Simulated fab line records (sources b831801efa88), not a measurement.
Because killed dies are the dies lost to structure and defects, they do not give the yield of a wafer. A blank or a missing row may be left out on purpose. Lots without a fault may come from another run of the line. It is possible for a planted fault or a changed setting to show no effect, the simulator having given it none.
fab line records	flow sky130
record lots=14	wafers=42	lastDay=49
route steps=708 shown RES_PROTECT@210 METAL4@631 VIA4@640 METAL5@663 PAD_OPEN@708
lots that met no fault: from a run of the same line without faults
startH: hours from the record's opening day to when the first of the lot's shown wafers began	waitH: how many hours have passed since the lot's step before this one	" as in the row above	L1.1+2: a single row standing in for several wafers	- value missing, or start not given	* or withheld: withheld	< > ~ a bound
route shown NAME@n: NAME is a module with steps in the file, n the number in the route of the first one	usual: mean/standard deviation taken from wafers without a fault	same: alike in all rows	chamber/n: place in a boat	sites: per-site readings	_std_site: the standard deviation of these	_edge_site: outer sites' mean less inner sites'	radiusMm: how far each site lies from the wafer's centre	mask NAME#n: copy n	behind: the last tool/chamber to shape the wafer	hold: why the lot went on hold/how many hours it stayed there/how the hold came to an end	device: the transistor (n, p or np) that didn't switch	end of line: tests run on the same wafers once the route is complete	a step without rows: its recipe alone	killed: at the first sort, the dies lost to defects and structure; wafer yield is something else	map: a wafer's dies, x killed, . not, _ none there
set.NAME: the run value of the setting; set.NAME@STEP: its run value at that earlier step	model.NAME: the simulator's own value behind a step, which no gauge read
route steps across a sampled set of lots; one table per step, one row per wafer
services: the hour from which a tool's chamber was out of use, counted from the record's first day as startH (under 0 if before that day), plus the number of hours and why
## steps
# step SKY_RES_PROTECT_EXPOSE_04
# recipe maskId=RPM	na=0.6	sourceShape=conventional	sigmaOuter=0.6	polarization=unpolarized	targetCdNm=1270	doseMj=131
lot.wafer	tool	chamber	startH	waitH	mask
L336.2+3+6	ilineStepper-01	0	324.21	-	RPM#0
L337.1+3+4	ilineStepper-02	0	331.91	-	RPM#0
L338.2+3+6	ilineStepper-01	0	333.63	-	RPM#0
L339.3+4+6	ilineStepper-01	0	349.38	-	RPM#0
L340.1+4+5	ilineStepper-02	0	358.61	-	RPM#0
L344.2+4+6	ilineStepper-01	0	405.93	-	RPM#0
L345.2+4+5	ilineStepper-01	0	409.71	-	RPM#0
L348.1+2+6	ilineStepper-02	0	431.61	-	RPM#0
L350.1+3+6	ilineStepper-02	0	443.78	-	RPM#0
L351.3+4+6	ilineStepper-01	0	449.95	-	RPM#0
L353.1+2+4	ilineStepper-01	0	470.51	-	RPM#0
L354.1+3+5	ilineStepper-01	0	475.74	-	RPM#0
L355.2+3+5	ilineStepper-01	0	488.26	-	RPM#0
L358.2+4+5	ilineStepper-01	0	507.18	-	RPM#0
# step SKY_METAL4_DESCUM_15
# recipe chemistry=O2	sourcePowerW=150	biasPowerW=0	pressureMtorr=10	tempC=40	timeS=8
# usual drypumpMotorCurrentA=5.8/0.49	oesProductAu=1.002/0.02
# same biasPowerW=0
lot.wafer	tool	chamber	startH	waitH	drypumpMotorCurrentA	oesProductAu	rfHoursCounterH
L336.2	rieMetal-02	1	975.89	0.0	5.3	0.964	15
L336.3	"	1	"	"	5.3	0.981	-
L336.6	"	1	"	"	5.3	0.980	-
L337.1	rieMetal-02	1	980.04	0.0	5.3	0.983	16
L337.3	"	1	"	"	5.3	0.989	-
L337.4	"	0	"	"	6.6	1.001	-
L338.2	rieMetal-03	0	981.69	0.0	5.6	1.042	11
L338.3	"	0	"	"	5.6	1.035	-
L338.6	"	0	"	"	5.6	1.029	-
L339.3	rieMetal-02	1	998.50	0.0	5.3	0.983	-
L339.4	"	0	"	"	6.5	0.994	-
L339.6	"	1	"	"	5.3	0.999	-
L340.1	rieMetal-02	1	1000.24	0.0	5.3	0.986	17
L340.4	"	0	"	"	6.6	1.003	-
L340.5	"	1	"	"	5.3	0.982	-
L344.2	rieMetal-03	1	1047.39	0.0	5.9	0.985	15
L344.4	"	0	"	"	5.6	1.038	-
L344.6	"	0	"	"	5.6	1.039	-
L345.2	rieMetal-03	0	1050.29	0.0	5.6	1.046	14
L345.4	"	1	"	"	5.9	0.986	-
L345.5	"	1	"	"	6.0	0.990	-
L348.1	rieMetal-03	1	1060.19	0.0	6.0	0.996	16
L348.2	"	0	"	"	5.6	1.050	15
L348.6	"	0	"	"	5.6	1.044	-
L350.1	rieMetal-03	1	1068.64	0.0	6.0	0.987	17
L350.3	"	0	"	"	5.6	1.033	-
L350.6	"	0	"	"	5.6	1.028	-
L351.3	rieMetal-01	0	1073.80	0.0	6.3	0.985	-
L351.4	"	1	"	"	5.2	0.996	-
L351.6	"	0	"	"	6.3	0.985	-
L353.1	rieMetal-02	0	1087.40	0.0	6.6	0.994	14
L353.2	"	1	"	"	5.3	0.993	23
L353.4	"	0	"	"	6.5	1.010	-
L354.1	rieMetal-02	1	1088.39	0.0	5.3	0.995	23
L354.3	"	0	"	"	6.5	0.998	-
L354.5	"	1	"	"	5.3	0.987	-
L355.2	rieMetal-03	1	1097.06	0.0	6.0	0.984	19
L355.3	"	0	"	"	5.5	1.019	-
L355.5	"	1	"	"	6.0	0.983	-
L358.2	rieMetal-02	0	1108.49	0.0	6.6	0.994	16
L358.4	"	1	"	"	5.3	1.002	-
L358.5	"	1	"	"	5.3	0.994	-
# step SKY_VIA4_THK_MEAS_01
# recipe reads=SiO2_of_VIA4_HDPCVD_00
# usual VIA4_HDPCVD_THK=1691/21
lot.wafer	tool	chamber	startH	waitH	VIA4_HDPCVD_THK[nm]
L336.2	filmMetro-02	-	977.04	0.1	1718
L336.3	"	-	"	"	1706
L336.6	"	-	"	"	1685
L337.1	filmMetro-01	-	981.20	0.1	1725
L337.3	"	-	"	"	1681
L337.4	"	-	"	"	1720
L338.2	filmMetro-02	-	983.02	0.1	1707
L338.3	"	-	"	"	1721
L338.6	"	-	"	"	1685
L339.3	filmMetro-02	-	999.69	0.1	1689
L339.4	"	-	"	"	1712
L339.6	"	-	"	"	1684
L340.1	filmMetro-01	-	1001.41	0.1	1708
L340.4	"	-	"	"	1688
L340.5	"	-	"	"	1683
L344.2	filmMetro-01	-	1048.50	0.1	1717
L344.4	"	-	"	"	1692
L344.6	"	-	"	"	1674
L345.2	filmMetro-02	-	1051.40	0.1	1669
L345.4	"	-	"	"	1711
L345.5	"	-	"	"	1687
L348.1	filmMetro-03	-	1061.29	0.1	1682
L348.2	"	-	"	"	1702
L348.6	"	-	"	"	1662
L350.1	filmMetro-01	-	1069.74	0.1	1670
L350.3	"	-	"	"	1684
L350.6	"	-	"	"	1658
L351.3	filmMetro-02	-	1074.91	0.1	1659
L351.4	"	-	"	"	1674
L351.6	"	-	"	"	1659
L353.1	filmMetro-03	-	1088.49	0.1	1673
L353.2	"	-	"	"	1661
L353.4	"	-	"	"	1690
L354.1	filmMetro-02	-	1089.52	0.1	1694
L354.3	"	-	"	"	1691
L354.5	"	-	"	"	1697
L355.2	filmMetro-02	-	1098.21	0.1	1643
L355.3	"	-	"	"	1679
L355.5	"	-	"	"	1659
L358.2	filmMetro-02	-	1109.60	0.1	1695
L358.4	"	-	"	"	1684
L358.5	"	-	"	"	1678
# step SKY_METAL5_SPUTTER_02
# recipe material=AlCu	targetThkNm=1150	powerW=10600	timeS=61.2	chamberPressurePa=0.4
# usual throttleValvePct=30.5/0.86
lot.wafer	tool	chamber	startH	waitH	throttleValvePct
L336.2	pvdSputter-04	-	1001.49	0.0	30.3
L336.3	"	-	"	"	29.8
L336.6	"	-	"	"	30.5
L337.1	pvdSputter-02	-	1005.82	0.0	30.5
L337.3	"	-	"	"	30.6
L337.4	"	-	"	"	31.5
L338.2	pvdSputter-02	-	1008.04	0.0	30.6
L338.3	"	-	"	"	30.2
L338.6	"	-	"	"	30.5
L339.3	pvdSputter-04	-	1024.61	0.0	31.6
L339.4	"	-	"	"	30.0
L339.6	"	-	"	"	30.4
L340.1	pvdSputter-04	-	1025.58	0.0	30.3
L340.4	"	-	"	"	31.4
L340.5	"	-	"	"	30.1
L344.2	pvdSputter-02	-	1071.53	0.0	30.4
L344.4	"	-	"	"	31.2
L344.6	"	-	"	"	30.5
L345.2	pvdSputter-03	-	1074.52	0.0	27.5
L345.4	"	-	"	"	31.2
L345.5	"	-	"	"	28.3
L348.1	pvdSputter-04	-	1083.73	0.0	31.7
L348.2	"	-	"	"	30.5
L348.6	"	-	"	"	30.5
L350.1	pvdSputter-04	-	1092.18	0.0	30.2
L350.3	"	-	"	"	31.6
L350.6	"	-	"	"	30.0
L351.3	pvdSputter-04	-	1097.52	0.0	30.1
L351.4	"	-	"	"	31.4
L351.6	"	-	"	"	30.3
L353.1	pvdSputter-04	-	1110.11	0.0	30.4
L353.2	"	-	"	"	31.7
L353.4	"	-	"	"	30.2
L354.1	pvdSputter-03	-	1110.67	0.0	28.1
L354.3	"	-	"	"	31.5
L354.5	"	-	"	"	30.6
L355.2	pvdSputter-04	-	1119.97	0.0	30.0
L355.3	"	-	"	"	30.0
L355.5	"	-	"	"	31.6
L358.2	pvdSputter-02	-	1131.08	0.0	30.5
L358.4	"	-	"	"	30.3
L358.5	"	-	"	"	30.7
# step SKY_PAD_OPEN_PROBE_99
# usual killed_at_M0_to_M3=44/6.6	killed_at_M4_up=2.9/1.8	killedAtContacts=24/4.8	killedAtFrontEnd=15/4.5	killedAtOther=0.3/0.64	killedDies=86/8.7	killedOpen=47/6.5	killedShort=39/5.8
# same grossDies=492	killedAtBackSide=0
lot.wafer	tool	chamber	startH	waitH	killed_at_M0_to_M3	killed_at_M4_up	killedAtContacts	killedAtFrontEnd	killedAtOther	killedDies	killedOpen	killedShort
L344.2	prober-02	-	1134.87	0.1	36	1	27	21	1	86	40	45
L344.4	prober-02	-	1134.97	0.2	42	4	35	13	0	94	55	39
L344.6	prober-02	-	1135.07	0.2	33	2	31	14	0	80	42	38
L345.2	prober-01	-	1139.27	0.1	41	3	26	16	0	86	47	39
L345.4	prober-01	-	1139.37	0.2	39	1	20	25	0	85	43	42
L345.5	prober-01	-	1139.42	0.2	38	3	20	8	0	69	41	28
L348.1	prober-01	-	1145.64	0.1	52	3	22	13	16	106	47	43
L348.2	prober-01	-	1145.69	0.1	43	6	21	9	21	100	40	38
L348.6	prober-01	-	1145.89	0.2	47	2	28	14	15	106	45	47
L350.1	prober-01	-	1152.90	0.1	49	2	19	14	24	108	47	37
L350.3	prober-01	-	1153.00	0.2	50	2	22	13	23	110	51	38
L350.6	prober-01	-	1153.15	0.2	49	2	20	15	22	108	39	47
L351.3	prober-02	-	1159.67	0.2	35	0	27	14	0	76	41	35
L351.4	prober-02	-	1159.72	0.2	44	2	23	13	1	83	48	35
L351.6	prober-02	-	1159.82	0.2	52	4	26	11	0	93	52	41
L353.1	prober-02	-	1168.54	0.1	55	6	24	14	0	99	57	41
L353.2	prober-02	-	1168.59	0.1	37	5	24	12	0	78	39	38
L353.4	prober-02	-	1168.69	0.2	42	4	22	15	0	83	38	43
L355.2	prober-02	-	1177.90	0.1	44	1	22	11	0	78	33	45
L355.3	prober-02	-	1177.95	0.2	32	5	30	13	0	80	44	36
L355.5	prober-02	-	1178.05	0.2	36	3	24	13	0	76	42	34
L358.2	prober-01	-	1186.81	0.1	40	3	17	21	1	82	45	37
L358.4	prober-01	-	1186.91	0.2	49	5	18	9	1	82	46	36
L358.5	prober-01	-	1186.96	0.2	42	5	24	22	1	94	45	47
# killed by level:class
L344.2 POLY_GATE:geometricParticle:short=8 CONTACT:geometricParticle:short=7 CONTACT:geometricParticle:open=7 VIA1:geometricParticle:open=7 VIA2:geometricParticle:open=6 LOCAL_INTERCONNECT:geometricParticle:short=5 FIELD_ISO:geometricParticle:open=4 FIELD_ISO:geometricParticle:short=4
L344.4 LI_CONTACT:geometricParticle:open=10 VIA1:geometricParticle:open=9 CONTACT:geometricParticle:open=8 VIA1:geometricParticle:short=7 LOCAL_INTERCONNECT:geometricParticle:open=5 CONTACT:geometricParticle:short=5 METAL2:geometricParticle:short=5 LI_CONTACT:geometricParticle:short=4
L344.6 CONTACT:geometricParticle:short=8 CONTACT:geometricParticle:open=8 VIA1:geometricParticle:open=8 METAL1:geometricParticle:short=6 LI_CONTACT:geometricParticle:open=5 POLY_GATE:geometricParticle:short=4 LOCAL_INTERCONNECT:geometricParticle:short=4 VIA3:geometricParticle:open=4
L345.2 CONTACT:geometricParticle:open=11 VIA1:geometricParticle:open=11 METAL2:geometricParticle:short=8 VIA3:geometricParticle:open=7 POLY_GATE:geometricParticle:short=6 VIA2:geometricParticle:open=5 LOCAL_INTERCONNECT:geometricParticle:open=4 LOCAL_INTERCONNECT:geometricParticle:short=4
L345.4 POLY_GATE:geometricParticle:open=8 VIA1:geometricParticle:open=7 FIELD_ISO:geometricParticle:open=6 METAL2:geometricParticle:short=6 VIA1:geometricParticle:short=6 VIA3:geometricParticle:open=6 FIELD_ISO:geometricParticle:short=5 CONTACT:geometricParticle:short=5
L345.5 CONTACT:geometricParticle:open=9 VIA1:geometricParticle:open=8 VIA3:geometricParticle:open=8 VIA2:geometricParticle:short=5 VIA2:geometricParticle:open=4 FIELD_ISO:geometricParticle:open=4 LOCAL_INTERCONNECT:geometricParticle:short=4 VIA1:geometricParticle:short=4
L348.1 RES_PROTECT:overlay=16 VIA1:geometricParticle:open=10 VIA3:geometricParticle:open=10 VIA2:geometricParticle:open=9 CONTACT:geometricParticle:open=7 METAL2:geometricParticle:short=7 FIELD_ISO:geometricParticle:short=6 CONTACT:geometricParticle:short=6
L348.2 RES_PROTECT:overlay=21 VIA1:geometricParticle:open=9 CONTACT:geometricParticle:open=8 METAL1:geometricParticle:short=7 VIA1:geometricParticle:short=5 VIA3:geometricParticle:open=5 LI_CONTACT:geometricParticle:short=4 LOCAL_INTERCONNECT:geometricParticle:short=4
L348.6 RES_PROTECT:overlay=14 VIA1:geometricParticle:open=12 CONTACT:geometricParticle:open=8 METAL1:geometricParticle:short=8 METAL2:geometricParticle:short=7 CONTACT:geometricParticle:short=7 LOCAL_INTERCONNECT:geometricParticle:short=7 LI_CONTACT:geometricParticle:open=5
L350.1 RES_PROTECT:overlay=24 VIA1:geometricParticle:open=15 LI_CONTACT:geometricParticle:open=7 VIA1:geometricParticle:short=6 VIA3:geometricParticle:open=6 VIA3:geometricParticle:short=6 POLY_GATE:geometricParticle:short=5 CONTACT:geometricParticle:open=5
L350.3 RES_PROTECT:overlay=21 VIA1:geometricParticle:open=9 METAL1:geometricParticle:open=8 CONTACT:geometricParticle:open=7 LI_CONTACT:geometricParticle:open=6 METAL2:geometricParticle:short=6 VIA3:geometricParticle:open=6 VIA2:geometricParticle:open=5
L350.6 RES_PROTECT:overlay=22 METAL1:geometricParticle:short=9 VIA3:geometricParticle:open=8 CONTACT:geometricParticle:open=8 VIA1:geometricParticle:open=8 METAL2:geometricParticle:short=7 VIA1:geometricParticle:short=6 LI_CONTACT:geometricParticle:open=5
L351.3 LI_CONTACT:geometricParticle:open=8 CONTACT:geometricParticle:open=7 VIA2:geometricParticle:open=6 METAL1:geometricParticle:short=5 VIA1:geometricParticle:open=5 FIELD_ISO:geometricParticle:open=4 LI_CONTACT:geometricParticle:short=4 FIELD_ISO:geometricParticle:short=3
L351.4 VIA1:geometricParticle:open=15 CONTACT:geometricParticle:open=10 LI_CONTACT:geometricParticle:short=7 METAL2:geometricParticle:short=7 VIA1:geometricParticle:short=4 METAL2:geometricParticle:open=4 VIA2:geometricParticle:open=4 FIELD_ISO:geometricParticle:open=3
L351.6 VIA1:geometricParticle:open=14 LI_CONTACT:geometricParticle:open=9 VIA3:geometricParticle:open=9 CONTACT:geometricParticle:open=6 VIA1:geometricParticle:short=6 VIA2:geometricParticle:open=6 POLY_GATE:geometricParticle:short=5 LOCAL_INTERCONNECT:geometricParticle:short=4
L353.1 VIA1:geometricParticle:open=15 VIA3:geometricParticle:open=11 CONTACT:geometricParticle:open=10 LI_CONTACT:geometricParticle:open=8 VIA1:geometricParticle:short=6 FIELD_ISO:geometricParticle:short=5 VIA2:geometricParticle:open=5 VIA3:geometricParticle:short=5
L353.2 LI_CONTACT:geometricParticle:open=7 VIA1:geometricParticle:open=7 VIA3:geometricParticle:open=7 CONTACT:geometricParticle:short=6 CONTACT:geometricParticle:open=6 METAL2:geometricParticle:short=5 FIELD_ISO:geometricParticle:open=4 LOCAL_INTERCONNECT:geometricParticle:short=4
L353.4 VIA1:geometricParticle:open=9 FIELD_ISO:geometricParticle:short=7 VIA1:geometricParticle:short=7 VIA2:geometricParticle:open=6 LI_CONTACT:geometricParticle:open=6 VIA3:geometricParticle:open=6 CONTACT:geometricParticle:open=5 METAL1:geometricParticle:short=5
L355.2 VIA1:geometricParticle:open=14 CONTACT:geometricParticle:open=7 CONTACT:geometricParticle:short=6 LI_CONTACT:geometricParticle:short=5 METAL2:geometricParticle:short=5 METAL3:geometricParticle:short=5 VIA2:geometricParticle:short=4 FIELD_ISO:geometricParticle:short=3
L355.3 LI_CONTACT:geometricParticle:open=9 CONTACT:geometricParticle:open=8 VIA1:geometricParticle:open=8 LOCAL_INTERCONNECT:geometricParticle:short=6 VIA2:geometricParticle:open=6 FIELD_ISO:geometricParticle:short=5 LI_CONTACT:geometricParticle:short=5 METAL2:geometricParticle:short=5
L355.5 VIA1:geometricParticle:open=10 CONTACT:geometricParticle:open=9 VIA2:geometricParticle:open=7 LI_CONTACT:geometricParticle:open=4 LI_CONTACT:geometricParticle:short=4 VIA2:geometricParticle:short=4 FIELD_ISO:geometricParticle:open=3 POLY_GATE:geometricParticle:short=3
L358.2 CONTACT:geometricParticle:open=9 VIA3:geometricParticle:open=7 FIELD_ISO:geometricParticle:short=6 FIELD_ISO:geometricParticle:open=5 VIA1:geometricParticle:open=5 LI_CONTACT:geometricParticle:open=5 VIA2:geometricParticle:open=5 METAL1:geometricParticle:short=5
L358.4 VIA1:geometricParticle:open=12 VIA2:geometricParticle:open=12 LI_CONTACT:geometricParticle:open=6 METAL1:geometricParticle:short=6 VIA3:geometricParticle:open=6 CONTACT:geometricParticle:open=5 LOCAL_INTERCONNECT:geometricParticle:short=4 METAL2:geometricParticle:short=4
L358.5 CONTACT:geometricParticle:open=10 POLY_GATE:geometricParticle:short=8 LI_CONTACT:geometricParticle:open=7 VIA2:geometricParticle:open=7 METAL2:geometricParticle:short=7 METAL1:geometricParticle:short=6 POLY_GATE:geometricParticle:open=5 CONTACT:geometricParticle:short=5
## services
tool	chamber	startH	hours	kind
ilineStepper-01	-	374.49	2.4	repair
pvdSputter-04	-	387.06	4.4	repair
rieMetal-03	1	428.28	5.2	repair
rieMetal-03	-	435.53	0.3	repair
ilineStepper-01	-	456.28	1.7	pm
rieMetal-02	1	484.01	62.6	repair
rieMetal-03	-	589.00	14.6	pm
rieMetal-03	0	645.81	2.2	repair
pvdSputter-04	-	663.84	1.7	repair
rieMetal-02	-	672.45	2.8	pm
ilineStepper-01	-	674.46	1.7	pm
pvdSputter-04	-	687.90	7.4	repair
ilineStepper-01	-	773.08	0.9	repair
rieMetal-02	1	782.72	5.8	repair
rieMetal-03	0	791.72	5.9	repair
rieMetal-03	-	833.72	0.3	repair
rieMetal-03	1	856.02	15.8	repair
ilineStepper-01	-	892.64	1.7	pm
ilineStepper-01	-	927.15	2.1	pm
ilineStepper-01	-	960.37	5.5	repair
rieMetal-03	-	1026.89	2.8	pm
ilineStepper-01	-	1027.87	3.5	repair
ilineStepper-01	-	1110.82	1.7	pm
rieMetal-03	1	1127.80	8.5	repair
## key
firstSign step=SKY_PAD_OPEN_PROBE_99	reading=killedAtOther	direction=up	sigmas=20	usual=0.3	struck=20.2
effect step=SKY_PAD_OPEN_PROBE_99	reading=killedDies	direction=up	sigmas=2.3	usual=86	struck=106	wafersMoved=4
moreKillsBornAt SKY_RES_PROTECT_EXPOSE_04@ilineStepper-02=118
metAt SKY_RES_PROTECT_EXPOSE_04
struckLots L348,L350
testerLeftOut L348,L350
notActingAt SKY_METAL4_DESCUM_15,SKY_VIA4_THK_MEAS_01,SKY_METAL5_SPUTTER_02
onsetBetween 358.61 431.61
fault kind=scannerMatchingOverlay	tool=ilineStepper-02	chamber=-	onsetH=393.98	steps=SKY_RES_PROTECT_EXPOSE_04	offset=254.71
# testerLeftOut: of these lots the tester's yield and bins aren't shown, on N5 and GAA mostly nor the transistor test; their killed dies are dies lost to structure and defects alone, not to doping, threshold or leakage, so they don't give the yield
